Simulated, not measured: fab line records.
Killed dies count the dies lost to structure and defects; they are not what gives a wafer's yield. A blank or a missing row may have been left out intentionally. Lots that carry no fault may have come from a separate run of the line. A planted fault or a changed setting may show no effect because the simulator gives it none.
fab line records	flow sky130
[record] lots = 11	wafers = 33	last-day = 50
route steps=708 shown METAL4@598 CAP2M@606 PAD_OPEN@708
lots that met no fault: taken from a fault-free run of the same line
start-h: the number of hours between the record's first day and the start of the first shown wafer of the lot	wait-h: hours from the lot's prior step to this one	" the same as in the row above	L1.1+2: a row that stands for several wafers	- value missing, or start not given	* or withheld: withheld	< > ~ a bound
route shown NAME@n: a module of which the file shows steps, and the number in the route of the first	usual: the fault-free wafers' mean and standard deviation	same: alike in all rows	chamber/n: place in a boat	sites: readings site by site	_std_site: how widely they spread, as a standard deviation	_edge_site: the outer-site mean with the inner-site mean subtracted	radius-mm: how far each site lies from the wafer's centre	mask NAME#n: copy n	behind: the most recent tool/chamber to have shaped the wafer	hold: why the lot was held/for how many hours/how that ended	device: the n, p or np transistor that did not switch	end of line: the tests these same wafers got at the end of their route	a step given without rows: its recipe and nothing more	killed: dies that structure and defects cost at the first sort, which is not the same as the wafer's yield	map: per-die view of a wafer (x killed, . not killed, _ where there is no die)
set.NAME: the setting as run; set.NAME@STEP: as run at that earlier step	model.NAME: the simulator's own value behind a step, which no gauge read
steps of the route over a sample of lots; a table a step, a row a wafer
services: when a tool's chamber went out of use (start-h, in hours from the record's first day, below 0 if earlier), for how many hours, and the reason
[[steps]]
[step SKY_METAL4_SPUTTER_00]
[recipe] material = Ti	target-thk-nm = 15	power-w = 3041	time-s = 10	chamber-pressure-pa = 0.4
[usual] throttle-valve-pct = 29.6/0.66
lot.wafer	tool	chamber	start-h	wait-h	throttle-valve-pct
L840.1	pvd-sputter-01	-	949.31	0.1	29.7
L840.3	"	-	"	"	28.8
L840.4	"	-	"	"	29.2
L842.4	pvd-sputter-04	-	967.34	0.1	29.6
L842.5	"	-	"	"	29.0
L842.6	"	-	"	"	29.4
L846.1	pvd-sputter-02	-	1008.70	0.2	29.2
L846.2	"	-	"	"	29.7
L846.5	"	-	"	"	30.2
L847.1	pvd-sputter-02	-	1009.68	0.2	30.5
L847.2	"	-	"	"	29.3
L847.5	"	-	"	"	30.1
L848.1	pvd-sputter-01	-	1011.18	0.2	30.9
L848.4	"	-	"	"	29.8
L848.6	"	-	"	"	29.2
L849.1	pvd-sputter-01	-	1016.15	0.1	30.8
L849.2	"	-	"	"	29.8
L849.3	"	-	"	"	29.1
L852.1	pvd-sputter-04	-	1039.10	0.2	29.7
L852.3	"	-	"	"	29.8
L852.4	"	-	"	"	29.0
L858.3	pvd-sputter-04	-	1071.57	0.2	29.0
L858.4	"	-	"	"	29.5
L858.6	"	-	"	"	29.0
L859.2	pvd-sputter-04	-	1080.84	0.1	28.5
L859.3	"	-	"	"	29.4
L859.6	"	-	"	"	29.3
L860.2	pvd-sputter-01	-	1082.25	0.2	29.6
L860.4	"	-	"	"	30.1
L860.6	"	-	"	"	29.7
L861.1	pvd-sputter-02	-	1084.68	0.2	29.3
L861.2	"	-	"	"	30.2
L861.6	"	-	"	"	30.5
[step SKY_METAL4_SPUTTER_04]
[recipe] material = TiN	target-thk-nm = 70	power-w = 6500	time-s = 58.3	chamber-pressure-pa = 0.4
[usual] throttle-valve-pct = 29.6/0.67
lot.wafer	tool	chamber	start-h	wait-h	throttle-valve-pct
L840.1	pvd-sputter-01	-	949.41	0.0	29.5
L840.3	"	-	"	"	29.0
L840.4	"	-	"	"	29.0
L842.4	pvd-sputter-04	-	967.44	0.0	29.7
L842.5	"	-	"	"	29.0
L842.6	"	-	"	"	29.3
L846.1	pvd-sputter-02	-	1008.81	0.0	29.2
L846.2	"	-	"	"	30.0
L846.5	"	-	"	"	30.2
L847.1	pvd-sputter-02	-	1009.79	0.0	30.7
L847.2	"	-	"	"	29.4
L847.5	"	-	"	"	30.0
L848.1	pvd-sputter-01	-	1011.29	0.0	31.1
L848.4	"	-	"	"	29.6
L848.6	"	-	"	"	29.0
L849.1	pvd-sputter-01	-	1016.26	0.0	31.0
L849.2	"	-	"	"	29.3
L849.3	"	-	"	"	29.3
L852.1	pvd-sputter-04	-	1039.20	0.0	29.5
L852.3	"	-	"	"	29.5
L852.4	"	-	"	"	29.2
L858.3	pvd-sputter-04	-	1071.67	0.0	29.1
L858.4	"	-	"	"	29.3
L858.6	"	-	"	"	29.1
L859.2	pvd-sputter-04	-	1080.94	0.0	28.5
L859.3	"	-	"	"	29.6
L859.6	"	-	"	"	29.3
L860.2	pvd-sputter-01	-	1082.37	0.0	29.9
L860.4	"	-	"	"	29.9
L860.6	"	-	"	"	29.8
L861.1	pvd-sputter-02	-	1084.79	0.0	29.6
L861.2	"	-	"	"	30.1
L861.6	"	-	"	"	30.8
[step SKY_CAP2M_RS_MEAS_03]
[recipe] thk-meas-gauge = four-point-probe	reads = TiN_of_CAP2M_SPUTTER_02
[usual] CAP2M_TIN_RS = 6.93/0.096
lot.wafer	tool	chamber	start-h	wait-h	CAP2M_TIN_RS[ohm/sq]
L840.1	film-metro-02	-	949.65	0.1	7.08
L840.3	"	-	"	"	6.94
L840.4	"	-	"	"	7.08
L842.4	film-metro-04	-	967.74	0.1	6.98
L842.5	"	-	"	"	6.86
L842.6	"	-	"	"	7.12
L846.1	film-metro-03	-	1009.05	0.1	6.81
L846.2	"	-	"	"	6.76
L846.5	"	-	"	"	6.82
L847.1	film-metro-02	-	1010.04	0.1	6.68
L847.2	"	-	"	"	6.73
L847.5	"	-	"	"	6.76
L848.1	film-metro-03	-	1011.53	0.1	6.94
L848.4	"	-	"	"	6.98
L848.6	"	-	"	"	6.86
L849.1	film-metro-04	-	1016.50	0.1	7.04
L849.2	"	-	"	"	6.94
L849.3	"	-	"	"	6.91
L852.1	film-metro-02	-	1039.44	0.1	6.96
L852.3	"	-	"	"	6.96
L852.4	"	-	"	"	6.82
L858.3	film-metro-02	-	1071.95	0.1	7.09
L858.4	"	-	"	"	7.05
L858.6	"	-	"	"	7.10
L859.2	film-metro-02	-	1081.20	0.1	6.83
L859.3	"	-	"	"	6.89
L859.6	"	-	"	"	6.85
L860.2	film-metro-02	-	1082.64	0.1	6.98
L860.4	"	-	"	"	6.91
L860.6	"	-	"	"	6.97
L861.1	film-metro-02	-	1085.03	0.1	6.90
L861.2	"	-	"	"	6.89
L861.6	"	-	"	"	6.80
[step SKY_METAL4_OVL_MEAS_14]
[usual] METAL4_OVL = 2/6.3
lot.wafer	tool	chamber	start-h	wait-h	METAL4_OVL[nm]
L840.1	overlay-01	-	998.86	0.1	-4
L840.3	"	-	"	"	0
L840.4	"	-	"	"	-4
L842.4	overlay-01	-	1016.62	0.1	15
L842.5	"	-	"	"	8
L842.6	"	-	"	"	8
L846.1	overlay-02	-	1054.64	0.1	-2
L846.2	"	-	"	"	1
L846.5	"	-	"	"	-2
L847.1	overlay-01	-	1055.94	0.1	-2
L847.2	"	-	"	"	-3
L847.5	"	-	"	"	-1
L848.1	overlay-01	-	1057.75	0.1	4
L848.4	"	-	"	"	-5
L848.6	"	-	"	"	0
L849.1	overlay-02	-	1061.61	0.1	1
L849.2	"	-	"	"	-4
L849.3	"	-	"	"	-6
L852.1	overlay-02	-	1083.56	0.1	4
L852.3	"	-	"	"	11
L852.4	"	-	"	"	13
L858.3	overlay-01	-	1114.47	0.1	8
L858.4	"	-	"	"	6
L858.6	"	-	"	"	1
L859.2	overlay-02	-	1122.64	0.1	-10
L859.3	"	-	"	"	-7
L859.6	"	-	"	"	-5
L860.2	overlay-01	-	1124.14	0.1	0
L860.4	"	-	"	"	7
L860.6	"	-	"	"	7
L861.1	overlay-02	-	1125.71	0.1	-6
L861.2	"	-	"	"	-5
L861.6	"	-	"	"	-4
[step SKY_METAL4_METAL_ETCH_18]
[recipe] target-depth-a = 8450	stop-on = SiO2	over-etch-frac = 0.3	time-s = 183.1	chemistry = Cl2/BCl3	resist-sidewall-deg = 88	pressure-mtorr = 10	icp-w = 900	bias-w = 48.5	Cl2_flow_sccm = 60	bcl3-flow-sccm = 30
[usual] bcl3-flow-sccm = 29.99/0.098	drypump-motor-current-A = 5.6/0.34	he-backside-leak-sccm = 3.4/0.35	oes-product-au = 0.867/0.0062	throttle-valve-pct = 22.264/0.0086
lot.wafer	tool	chamber	start-h	wait-h	bcl3-flow-sccm	drypump-motor-current-A	he-backside-leak-sccm	oes-product-au	rf-hours-counter-h	throttle-valve-pct
L840.1	rie-metal-03	0	999.04	0.0	29.92	5.2	3.6	0.872	12	22.274
L840.3	"	0	"	"	30.03	5.2	3.4	0.863	-	22.250
L840.4	"	1	"	"	29.91	5.7	3.0	0.868	-	22.265
L842.4	rie-metal-02	0	1016.85	0.1	30.03	6.2	3.3	0.876	-	22.262
L842.5	"	1	"	"	30.04	5.3	3.5	0.871	-	22.275
L842.6	"	0	"	"	29.88	6.2	3.2	0.857	-	22.268
L846.1	rie-metal-04	1	1054.82	0.0	30.07	5.6	6.8	0.875	21	22.263
L846.2	"	0	"	"	29.83	5.4	3.5	0.876	19	22.270
L846.5	"	0	"	"	29.96	5.4	3.7	0.885	-	22.255
L847.1	rie-metal-04	1	1056.25	0.0	29.92	5.6	3.7	0.873	21	22.258
L847.2	"	0	"	"	29.90	5.4	3.3	0.863	19	22.277
L847.5	"	0	"	"	29.93	5.4	3.1	0.858	-	22.282
L848.1	rie-metal-03	1	1057.94	0.0	30.01	5.6	3.1	0.885	17	22.281
L848.4	"	0	"	"	30.26	5.2	3.5	0.887	-	22.256
L848.6	"	0	"	"	30.28	5.2	3.5	0.884	-	22.255
L849.1	rie-metal-02	0	1061.79	0.0	30.14	6.2	3.2	0.890	18	22.250
L849.2	"	0	"	"	30.07	6.2	3.3	0.894	-	22.263
L849.3	"	0	"	"	30.11	6.2	3.2	0.893	-	22.264
L852.1	rie-metal-03	0	1083.74	0.0	29.85	5.2	3.4	0.872	17	22.254
L852.3	"	0	"	"	29.95	5.2	3.4	0.867	-	22.257
L852.4	"	1	"	"	30.05	5.7	3.0	0.871	-	22.261
L858.3	rie-metal-03	0	1114.83	0.1	29.94	5.2	3.4	0.880	-	22.270
L858.4	"	1	"	"	30.01	5.7	3.3	0.863	-	22.275
L858.6	"	1	"	"	30.11	5.7	3.0	0.870	-	22.269
L859.2	rie-metal-04	1	1122.82	0.0	29.84	5.6	3.7	0.863	0	22.283
L859.3	"	0	"	"	30.00	5.4	3.8	0.863	-	22.269
L859.6	"	1	"	"	29.94	5.6	3.4	0.870	-	22.266
L860.2	rie-metal-02	0	1124.32	0.0	29.87	6.2	3.2	0.867	23	22.248
L860.4	"	1	"	"	29.93	5.3	3.3	0.876	-	22.264
L860.6	"	0	"	"	29.98	6.2	3.3	0.863	-	22.259
L861.1	rie-metal-04	1	1125.89	0.0	29.99	5.6	3.3	0.871	0	22.266
L861.2	"	0	"	"	30.03	5.4	3.6	0.869	25	22.268
L861.6	"	1	"	"	30.01	5.7	3.3	0.875	-	22.264
[step SKY_PAD_OPEN_PROBE_99]
[usual] defect-limited-yield = 82.3/2.1	killed_at_M0_to_M3 = 44/7.3	killed_at_M4_up = 3.3/1.8	killed-at-contacts = 24/5.3	killed-at-front-end = 16/5	killed-at-other = 0.2/0.51	killed-dies = 87/10	killed-open = 47/7.5	killed-short = 40/6.3	sort_bin_3_pad_short = 0.9/0.41	sort_bin_5_function = 10.5/1.6	sort_bin_6_memory = 6.3/1.2	sort-n-pass = 405/10	sort-yield-pct = 82.3/2.1
[same] gross-dies = 492	killed-at-back-side = 0	sort_bin_4_leakage[%] = 0	sort_bin_8_speed[%] = 0
lot.wafer	tool	chamber	start-h	wait-h	defect-limited-yield[%]	killed_at_M0_to_M3	killed_at_M4_up	killed-at-contacts	killed-at-front-end	killed-at-other	killed-dies	killed-open	killed-short	sort_bin_3_pad_short[%]	sort_bin_5_function[%]	sort_bin_6_memory[%]	sort-n-pass	sort-yield-pct[%]
L849.1	prober-01	-	1147.46	0.1	83.1	47	1	19	16	0	83	42	41	0.8	10.0	6.1	409	83.1
L849.2	prober-01	-	1147.51	0.1	83.3	46	6	20	10	0	82	38	44	0.8	8.7	7.1	410	83.3
L849.3	prober-01	-	1147.56	0.2	82.3	41	1	31	14	0	87	43	44	1.2	7.9	8.5	405	82.3
L852.1	prober-02	-	1167.45	0.1	80.7	48	4	23	20	0	95	50	45	1.6	13.2	4.5	397	80.7
L852.3	prober-02	-	1167.55	0.2	81.5	46	8	21	14	2	91	43	48	0.8	10.0	7.7	401	81.5
L852.4	prober-02	-	1167.60	0.2	80.5	50	5	18	23	0	96	50	46	0.2	10.8	8.5	396	80.5
// killed by level:class
L849.1 VIA2:geometric-particle:open=9 VIA1:geometric-particle:open=9 METAL2:geometric-particle:short=9 LI_CONTACT:geometric-particle:open=6 CONTACT:geometric-particle:open=5 METAL1:geometric-particle:short=5 VIA3:geometric-particle:open=4 FIELD_ISO:geometric-particle:open=3
L849.2 METAL1:geometric-particle:short=11 VIA1:geometric-particle:open=9 VIA3:geometric-particle:open=7 CONTACT:geometric-particle:open=6 CONTACT:geometric-particle:short=5 METAL4:geometric-particle:short=4 LI_CONTACT:geometric-particle:open=4 LOCAL_INTERCONNECT:geometric-particle:short=4
L849.3 CONTACT:geometric-particle:open=11 CONTACT:geometric-particle:short=8 FIELD_ISO:geometric-particle:short=7 VIA3:geometric-particle:open=7 LI_CONTACT:geometric-particle:open=6 VIA2:geometric-particle:open=6 METAL2:geometric-particle:short=6 METAL1:geometric-particle:short=5
L852.1 METAL2:geometric-particle:short=11 CONTACT:geometric-particle:open=10 METAL1:geometric-particle:short=9 VIA1:geometric-particle:open=8 VIA2:geometric-particle:open=8 FIELD_ISO:geometric-particle:open=7 LI_CONTACT:geometric-particle:open=5 FIELD_ISO:geometric-particle:short=4
L852.3 VIA1:geometric-particle:open=11 VIA3:geometric-particle:open=7 METAL1:geometric-particle:short=6 METAL4:geometric-particle:short=6 LI_CONTACT:geometric-particle:short=5 CONTACT:geometric-particle:short=5 VIA2:geometric-particle:open=5 CONTACT:geometric-particle:open=4
L852.4 VIA1:geometric-particle:open=12 CONTACT:geometric-particle:open=9 METAL1:geometric-particle:short=6 METAL2:geometric-particle:short=6 FIELD_ISO:geometric-particle:short=5 POLY_GATE:geometric-particle:short=5 LI_CONTACT:geometric-particle:open=5 VIA2:geometric-particle:open=5
[[services]]
tool	chamber	start-h	hours	kind
rie-metal-04	-	933.36	4.3	pm
pvd-sputter-01	1	933.69	-	consumable-replace:kit
pvd-sputter-01	1	933.69	18.0	scheduled-down
pvd-sputter-01	1	933.69	18.0	vent-cycle
rie-metal-04	-	947.51	1.5	repair
rie-metal-04	-	974.93	2.8	pm
pvd-sputter-01	-	996.94	1.3	repair
pvd-sputter-02	3	1048.96	-	consumable-replace:kit
pvd-sputter-02	3	1048.96	18.0	scheduled-down
pvd-sputter-02	3	1048.96	18.0	vent-cycle
rie-metal-02	1	1055.48	7.9	repair
pvd-sputter-02	-	1098.26	3.7	repair
pvd-sputter-04	3	1100.81	-	consumable-replace:kit
pvd-sputter-04	3	1100.81	18.0	scheduled-down
pvd-sputter-04	3	1100.81	18.0	vent-cycle
rie-metal-04	1	1108.11	-	clean
rie-metal-04	1	1108.11	-	consumable-replace:focus-ring
rie-metal-04	1	1108.11	14.5	scheduled-down
rie-metal-04	1	1108.11	14.5	vent-cycle
pvd-sputter-01	0	1112.03	-	consumable-replace:kit
pvd-sputter-01	0	1112.03	18.0	scheduled-down
pvd-sputter-01	0	1112.03	18.0	vent-cycle
[[key]]
[first-sign] step = SKY_METAL4_METAL_ETCH_18	reading = oes-product-au	direction = up	sigmas = 3.5	usual = 0.867	struck = 0.889
effect none on later readings
met-at SKY_METAL4_SPUTTER_04
struck-lots L848,L849
not-acting-at SKY_METAL4_SPUTTER_00,SKY_CAP2M_RS_MEAS_03,SKY_METAL4_OVL_MEAS_14
onset-between 949.41 1011.29
[fault] kind = process-parameter-drift	tool = pvd-sputter-01	chamber = -	onset-h = 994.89	steps = SKY_METAL4_SPUTTER_04	channel = target-thk-nm	offset = 35.791	shape = step	end-h = 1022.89	acts-in = these-recipes-only	stated = 70
